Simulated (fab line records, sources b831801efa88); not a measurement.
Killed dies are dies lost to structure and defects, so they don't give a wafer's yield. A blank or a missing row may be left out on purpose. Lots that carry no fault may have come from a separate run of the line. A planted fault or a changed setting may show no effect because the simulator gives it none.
Chamber matching    flow gf180mcu    GF_V4_CMP_26 on cmp-02 has 4 sister chambers
The step polishes, stops on SiO2, t overpolish 15 s, target thk 0 nm. 4 wafers are shown with their chamber, then 8 later ones without.

WAFERS PAIRED WITH THEIR CHAMBERS
wafer   chamber  motor_current_A (A)
L940.5  0        11.7
L943.3  1        10.6
L943.4  3        11.3
L944.3  2        10.8

WAFERS MISSING THEIR CHAMBER
wafer   motor_current_A (A)
L944.4  12.1
L944.6  11.8
L945.2  11.4
L945.5  10.9
L945.6  11.9
L953.1  12.0
L953.2  11.9
L953.4  10.6

WHICH CHAMBER EACH ONE RAN IN
wafer   from the rows above           in truth
L944.4  can't be placed: 0 or 3       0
L944.6  can't be placed: 0 or 3       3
L945.2  can't be placed: 3 or 0       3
L945.5  can't be placed: 2 or 1 or 3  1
L945.6  can't be placed: 0 or 3       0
L953.1  can't be placed: 0 or 3       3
L953.2  can't be placed: 0 or 3       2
L953.4  can't be placed: 1 or 2       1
Placed correctly: 0 of 8. Unplaceable from these rows: 8, with the true chamber sitting among the candidates in 7. Number placed wrongly: 0.
How it was worked out, from the rows above alone: a wafer's distance from a chamber is the root of the sum, over the readings, of the square of ((its reading less the chamber's mean) divided by the reading's scatter). The wafer belongs to the nearest chamber; if the next one is less than 2 further off, it can't be placed. For every chamber, the mean is computed from those of its wafers that are shown. The scatter: with one shown wafer a chamber, the root of the mean of the squares of how far each hidden wafer lies from its nearest shown one.
